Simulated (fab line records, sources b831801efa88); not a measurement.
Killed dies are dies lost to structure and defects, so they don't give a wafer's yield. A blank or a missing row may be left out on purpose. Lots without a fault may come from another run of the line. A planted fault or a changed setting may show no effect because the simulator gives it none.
fab line records | flow sky130
record lots=13 wafers=39 last_day=50
route steps=708 shown PWDE@84 VT_ADJUST_PCH@152 SONOS_TUNNEL@163 SONOS_ONO@185 PAD_OPEN@708
lots that met no fault: from a run of the same line without faults
start_h: hours from the record's first day to the start of the lot's first wafer shown | wait_h: hours since the lot's step before | " the same as in the row above | L1.1+2: a row that stands for several wafers | - no value, or no start given | * or withheld: withheld | < > ~ a bound
route shown NAME@n: a module of which the file shows steps, and the number in the route of the first | usual: mean/standard deviation of fault-free wafers | same: alike in all rows | chamber/n: place in a boat | sites: the reading at each site | _std_site: their standard deviation | _edge_site: outer sites' mean less inner sites' | radius_mm: how far each site lies from the wafer's centre | mask NAME#n: copy n | behind: the tool/chamber that last shaped the wafer | hold: why the lot was held/for how many hours/how that ended | device: the transistor (n, p or np) that didn't switch | end of line: the same wafers' tests at the end of the route | a step without rows: its recipe alone | killed: dies lost to structure and defects at the first sort, not the wafer's yield | map: a wafer's dies, x killed, . not, _ none there
set.NAME: the setting as run; set.NAME@STEP: as run at that earlier step | model.NAME: the simulator's own value behind a step, which no gauge read
steps of the route over a sample of lots; a table a step, a row a wafer
services: from which hour (start_h, from the record's first day; less than 0 if before it) a tool's chamber was out of use, for how many hours, and why
## steps
# step SKY_NWELL_RS_MEAS_31
# recipe thk_meas_gauge=four-point-probe
# usual PWDE_RS=5277/17
# columns lot.wafer tool chamber start_h wait_h PWDE_RS[ohm/sq]
L118.1 film_metro-02 - 109.73 0.1 5287
L118.3 " - " " 5287
L118.6 " - " " 5280
L119.2 film_metro-02 - 111.85 0.1 5264
L119.5 " - " " 5290
L119.6 " - " " 5289
L120.2 film_metro-01 - 116.05 0.1 5290
L120.4 " - " " 5262
L120.5 " - " " 5269
L122.3 film_metro-01 - 129.67 0.1 5291
L122.5 " - " " 5292
L122.6 " - " " 5302
L126.2 film_metro-01 - 153.19 0.1 5290
L126.5 " - " " 5273
L126.6 " - " " 5305
L128.2 film_metro-02 - 167.04 0.1 5313
L128.5 " - " " 5298
L128.6 " - " " 5276
L129.4 film_metro-02 - 171.49 0.1 5265
L129.5 " - " " 5278
L129.6 " - " " 5294
L133.1 film_metro-02 - 194.72 0.1 5280
L133.5 " - " " 5276
L133.6 " - " " 5293
L136.1 film_metro-01 - 216.78 0.1 5287
L136.4 " - " " 5295
L136.6 " - " " 5272
L137.3 film_metro-04 - 224.22 0.1 5269
L137.5 " - " " 5269
L137.6 " - " " 5261
L138.3 film_metro-01 - 229.36 0.1 5269
L138.4 " - " " 5275
L138.6 " - " " 5273
L140.1 film_metro-01 - 237.77 0.1 5289
L140.4 " - " " 5301
L140.6 " - " " 5291
L141.3 film_metro-01 - 267.66 0.1 5277
L141.5 " - " " 5291
L141.6 " - " " 5272
# step SKY_VT_ADJUST_PCH_STRIP_09
# recipe chemistry=O2/N2 power_w=1400 pressure_mtorr=1500 platen_temp_c=withheld o2_flow_sccm=3000 n2_flow_sccm=300 overash_fraction=0.5
# usual drypump_motor_current_A=5.6/0.53 oes_product_au=0.722/0.0044 strip_time_to_endpoint_s=36.87/0.11
# same overash_fraction=0.5
# columns lot.wafer tool chamber start_h wait_h drypump_motor_current_A oes_product_au rf_hours_counter_h strip_time_to_endpoint_s
L118.1 plasma_asher-01 1 232.70 0.1 5.7 0.724 55 36.90
L118.3 " 1 " " 5.7 0.723 - 37.01
L118.6 " 0 " " 6.3 0.720 - 36.88
L119.2 plasma_asher-04 1 234.92 0.1 5.2 0.725 43 36.69
L119.5 " 1 " " 5.2 0.717 - 36.68
L119.6 " 0 " " 5.0 0.719 - 36.82
L120.2 plasma_asher-04 1 239.47 0.1 5.2 0.716 44 36.91
L120.4 " 1 " " 5.2 0.723 - 36.92
L120.5 " 1 " " 5.2 0.721 - 37.00
L122.3 plasma_asher-02 0 258.66 0.1 5.0 0.732 - 36.73
L122.5 " 1 " " 6.1 0.721 - 36.80
L122.6 " 0 " " 5.0 0.716 - 36.89
L126.2 plasma_asher-04 0 287.27 0.1 5.0 0.718 48 36.98
L126.5 " 1 " " 5.2 0.722 - 36.90
L126.6 " 0 " " 5.0 0.716 - 37.04
L128.2 plasma_asher-02 1 304.22 0.1 6.1 0.721 18 36.95
L128.5 " 0 " " 5.0 0.730 - 36.96
L128.6 " 1 " " 6.1 0.727 - 36.96
L129.4 plasma_asher-01 0 311.05 0.1 6.3 0.721 - 36.70
L129.5 " 1 " " 5.7 0.723 - 36.65
L129.6 " 0 " " 6.4 0.728 - 36.75
L133.1 plasma_asher-02 1 340.88 0.1 6.1 0.724 21 36.87
L133.5 " 0 " " 5.0 0.729 - 36.84
L133.6 " 1 " " 6.1 0.727 - 36.91
L136.1 plasma_asher-01 0 367.62 0.1 6.3 0.718 66 36.81
L136.4 " 1 " " 5.7 0.726 - 36.76
L136.6 " 1 " " 5.7 0.728 - 36.86
L137.3 plasma_asher-01 0 378.45 0.1 6.3 0.725 - 36.97
L137.5 " 0 " " 6.3 0.732 - 36.86
L137.6 " 1 " " 5.6 0.728 - 36.79
L138.3 plasma_asher-01 0 385.26 0.1 6.3 0.729 - 37.00
L138.4 " 1 " " 5.7 0.716 - 37.00
L138.6 " 0 " " 6.4 0.721 - 37.13
L140.1 plasma_asher-01 1 394.68 0.1 5.6 0.718 69 37.12
L140.4 " 1 " " 5.6 0.722 - 37.04
L140.6 " 1 " " 5.7 0.712 - 37.04
L141.3 plasma_asher-02 1 432.85 0.1 6.1 0.714 - 37.05
L141.5 " 1 " " 6.1 0.721 - 37.01
L141.6 " 0 " " 5.0 0.729 - 36.98
# step SKY_SONOS_TUNNEL_IMPLANT_09
# recipe species=B energy_kev=20 dose_cm2=1e+12 tilt_deg=withheld
# usual beam_energy_keV=19.999/0.0059
# columns lot.wafer tool chamber start_h wait_h beam_energy_keV
L118.1 implanter-01 0 255.89 0.0 19.997
L118.3 " 0 " " 19.994
L118.6 " 0 " " 19.997
L119.2 implanter-01 0 259.11 0.0 19.997
L119.5 " 0 " " 20.004
L119.6 " 0 " " 19.999
L120.2 implanter-01 0 263.56 0.0 19.997
L120.4 " 0 " " 19.999
L120.5 " 0 " " 20.002
L122.3 implanter-01 0 283.84 0.1 20.002
L122.5 " 0 " " 19.998
L122.6 " 0 " " 19.981
L126.2 implanter-03 0 312.16 0.0 19.990
L126.5 " 0 " " 19.994
L126.6 " 0 " " 20.003
L128.2 implanter-01 0 330.25 0.2 18.921
L128.5 " 0 " " 18.924
L128.6 " 0 " " 18.929
L129.4 implanter-01 0 337.81 0.1 18.913
L129.5 " 0 " " 18.918
L129.6 " 0 " " 18.921
L133.1 implanter-03 0 368.49 0.0 19.993
L133.5 " 0 " " 19.995
L133.6 " 0 " " 19.996
L136.1 implanter-02 0 397.19 0.0 20.000
L136.4 " 0 " " 19.997
L136.6 " 0 " " 19.998
L137.3 implanter-03 0 408.69 0.1 20.011
L137.5 " 0 " " 20.003
L137.6 " 0 " " 20.012
L138.3 implanter-01 0 414.79 0.1 19.990
L138.4 " 0 " " 19.999
L138.6 " 0 " " 19.985
L140.1 implanter-01 0 424.98 0.0 20.004
L140.4 " 0 " " 20.007
L140.6 " 0 " " 20.011
L141.3 implanter-01 0 463.47 0.1 20.003
L141.5 " 0 " " 20.007
L141.6 " 0 " " 20.008
# step SKY_SONOS_ONO_STRIP_17
# recipe chemistry=O2/N2 power_w=1400 pressure_mtorr=1500 platen_temp_c=withheld o2_flow_sccm=3000 n2_flow_sccm=300 overash_fraction=0.5
# usual drypump_motor_current_A=5.7/0.51 oes_product_au=0.710/0.0049 strip_time_to_endpoint_s=14.07/0.037
# same overash_fraction=0.5
# columns lot.wafer tool chamber start_h wait_h drypump_motor_current_A oes_product_au rf_hours_counter_h strip_time_to_endpoint_s
L118.1 plasma_asher-02 1 286.04 0.0 6.1 0.710 16 14.10
L118.3 " 1 " " 6.1 0.711 - 14.13
L118.6 " 0 " " 5.0 0.710 - 14.12
L119.2 plasma_asher-03 1 290.85 0.0 6.1 0.717 58 14.07
L119.5 " 1 " " 6.1 0.701 - 14.00
L119.6 " 0 " " 5.2 0.711 - 14.03
L120.2 plasma_asher-03 1 295.51 0.0 6.0 0.707 59 14.09
L120.4 " 1 " " 6.0 0.707 - 14.07
L120.5 " 0 " " 5.2 0.714 - 14.08
L122.3 plasma_asher-02 0 314.48 0.0 5.0 0.712 - 14.05
L122.5 " 0 " " 5.0 0.706 - 14.06
L122.6 " 1 " " 6.1 0.709 - 14.07
L126.2 plasma_asher-02 0 345.30 0.0 5.0 0.712 22 14.09
L126.5 " 1 " " 6.1 0.718 - 14.07
L126.6 " 0 " " 5.0 0.710 - 14.06
L128.2 plasma_asher-01 0 363.96 0.0 6.4 0.716 66 14.06
L128.5 " 1 " " 5.7 0.705 - 14.08
L128.6 " 0 " " 6.3 0.709 - 14.10
L129.4 plasma_asher-02 1 371.75 0.0 6.1 0.713 - 14.00
L129.5 " 0 " " 5.0 0.716 - 14.00
L129.6 " 1 " " 6.1 0.699 - 14.00
L133.1 plasma_asher-02 1 402.30 0.0 6.1 0.720 28 14.07
L133.5 " 1 " " 6.1 0.710 - 14.09
L133.6 " 0 " " 5.0 0.708 - 14.10
L136.1 plasma_asher-01 1 432.19 0.0 5.7 0.696 0 14.04
L136.4 " 1 " " 5.6 0.714 - 14.04
L136.6 " 1 " " 5.7 0.706 - 14.05
L137.3 plasma_asher-01 0 447.74 0.0 6.3 0.716 - 14.10
L137.5 " 0 " " 6.4 0.710 - 14.09
L137.6 " 1 " " 5.7 0.710 - 14.08
L138.3 plasma_asher-01 0 453.13 0.0 6.3 0.712 - 14.09
L138.4 " 1 " " 5.7 0.709 - 14.09
L138.6 " 1 " " 5.6 0.706 - 14.07
L140.1 plasma_asher-01 0 463.40 0.0 6.4 0.708 3 14.03
L140.4 " 0 " " 6.3 0.705 - 14.01
L140.6 " 1 " " 5.7 0.713 - 14.03
L141.3 plasma_asher-02 1 498.63 0.0 6.1 0.721 - 14.10
L141.5 " 1 " " 6.1 0.718 - 14.09
L141.6 " 0 " " 5.0 0.713 - 14.06
# step SKY_PAD_OPEN_PROBE_99
# usual killed_at_M0_to_M3=45/6.8 killed_at_M4_up=3.1/2 killed_at_contacts=23/5.2 killed_at_front_end=14/3.7 killed_at_other=0.3/0.61 killed_dies=86/9 killed_open=46/6.9 killed_short=39/6.4
# same gross_dies=492 killed_at_back_side=0
# columns lot.wafer tool chamber start_h wait_h killed_at_M0_to_M3 killed_at_M4_up killed_at_contacts killed_at_front_end killed_at_other killed_dies killed_open killed_short
L122.3 prober-01 - 1097.81 0.2 48 1 27 14 0 90 46 43
L122.5 prober-01 - 1097.91 0.2 49 3 19 18 0 89 48 40
L122.6 prober-01 - 1097.96 0.2 43 1 21 12 1 78 41 37
L136.1 prober-01 - 1175.81 0.1 48 4 26 11 0 89 50 39
L136.4 prober-01 - 1175.96 0.2 59 0 19 10 0 88 48 40
L136.6 prober-01 - 1176.06 0.2 54 3 21 11 0 89 41 47
L137.3 prober-02 - 1183.05 0.2 43 2 20 18 0 83 43 38
L137.5 prober-02 - 1183.15 0.2 49 4 21 15 0 89 40 49
L137.6 prober-02 - 1183.20 0.2 38 3 31 14 0 86 43 43
# killed by level:class
L122.3 VIA1:geometric_particle:open=10 LI_CONTACT:geometric_particle:open=9 CONTACT:geometric_particle:open=8 METAL1:geometric_particle:short=8 VIA1:geometric_particle:short=8 VIA2:geometric_particle:open=7 CONTACT:geometric_particle:short=6 VIA3:geometric_particle:open=5
L122.5 LI_CONTACT:geometric_particle:open=10 VIA1:geometric_particle:open=10 VIA3:geometric_particle:open=8 VIA1:geometric_particle:short=7 VIA2:geometric_particle:open=7 FIELD_ISO:geometric_particle:short=6 METAL1:geometric_particle:short=5 CONTACT:geometric_particle:open=4
L122.6 VIA1:geometric_particle:open=13 METAL2:geometric_particle:short=7 CONTACT:geometric_particle:open=7 LI_CONTACT:geometric_particle:open=5 METAL1:geometric_particle:short=5 VIA3:geometric_particle:open=5 POLY_GATE:geometric_particle:short=4 LOCAL_INTERCONNECT:geometric_particle:short=4
L136.1 VIA1:geometric_particle:open=13 CONTACT:geometric_particle:open=12 VIA3:geometric_particle:open=8 METAL2:geometric_particle:short=6 LOCAL_INTERCONNECT:geometric_particle:short=5 VIA1:geometric_particle:short=5 VIA2:geometric_particle:short=5 VIA2:geometric_particle:open=5
L136.4 VIA1:geometric_particle:open=15 CONTACT:geometric_particle:open=9 VIA2:geometric_particle:open=9 VIA3:geometric_particle:open=8 METAL1:geometric_particle:short=5 VIA1:geometric_particle:short=5 METAL2:geometric_particle:short=5 METAL3:geometric_particle:short=5
L136.6 VIA2:geometric_particle:open=12 METAL2:geometric_particle:short=10 VIA3:geometric_particle:open=9 VIA1:geometric_particle:short=8 CONTACT:geometric_particle:open=6 CONTACT:geometric_particle:short=5 METAL1:geometric_particle:short=5 VIA3:geometric_particle:short=4
L137.3 VIA1:geometric_particle:open=10 VIA1:geometric_particle:short=9 LI_CONTACT:geometric_particle:open=8 CONTACT:geometric_particle:open=7 METAL2:geometric_particle:short=6 VIA2:geometric_particle:open=5 METAL1:geometric_particle:short=4 METAL3:geometric_particle:short=4
L137.5 VIA1:geometric_particle:open=10 LI_CONTACT:geometric_particle:open=7 METAL1:geometric_particle:short=7 METAL2:geometric_particle:short=7 CONTACT:geometric_particle:short=6 FIELD_ISO:geometric_particle:open=5 VIA3:geometric_particle:short=5 VIA2:geometric_particle:open=5
L137.6 VIA1:geometric_particle:open=13 CONTACT:geometric_particle:open=10 CONTACT:geometric_particle:short=9 LI_CONTACT:geometric_particle:open=7 METAL1:geometric_particle:short=4 VIA2:geometric_particle:short=4 VIA3:geometric_particle:short=4 FIELD_ISO:geometric_particle:open=3
## services
# columns tool chamber start_h hours kind
implanter-03 - 220.57 2.6 repair
implanter-03 - 221.53 3.0 repair
implanter-02 - 233.94 150.4 pm
plasma_asher-03 - 237.18 1.0 repair
implanter-01 - 310.20 3.1 repair
implanter-03 - 328.95 8.1 repair
plasma_asher-01 - 340.88 14.6 pm
implanter-03 - 358.23 3.8 repair
plasma_asher-03 - 378.43 1.0 repair
implanter-01 - 384.93 1.9 repair
plasma_asher-03 - 396.92 2.8 pm
plasma_asher-03 - 409.34 1.6 repair
implanter-03 - 414.09 2.5 repair
plasma_asher-01 - 421.25 9.0 pm
plasma_asher-01 0 421.25 9.0 vent_cycle
plasma_asher-01 1 421.25 9.0 vent_cycle
implanter-02 - 424.09 6.1 repair
plasma_asher-01 0 430.25 - clean
plasma_asher-01 1 430.25 - clean
implanter-02 - 445.45 10.5 repair
implanter-02 - 469.34 3.8 pm
implanter-02 - 480.03 0.6 repair
plasma_asher-03 - 485.90 5.9 repair
## key
first_sign step=SKY_SONOS_TUNNEL_IMPLANT_09 reading=beam_energy_keV direction=down sigmas=99+ usual=* struck=*
effect none on later readings
met_at SKY_SONOS_TUNNEL_IMPLANT_09
struck_lots L128,L129
tester_left_out L128,L129
not_acting_at SKY_NWELL_RS_MEAS_31,SKY_VT_ADJUST_PCH_STRIP_09,SKY_SONOS_ONO_STRIP_17
onset_between 283.84 330.25
fault kind=process_parameter_drift tool=implanter-01 chamber=- onset_h=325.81 steps=SKY_SONOS_TUNNEL_IMPLANT_09 channel=energy_kev offset=* shape=step end_h=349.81 acts_in=* stated=*
# tester_left_out: of these lots the tester's yield and bins aren't shown, on N5 and GAA mostly nor the transistor test; their killed dies are dies lost to structure and defects alone, not to doping, threshold or leakage, so they don't give the yield
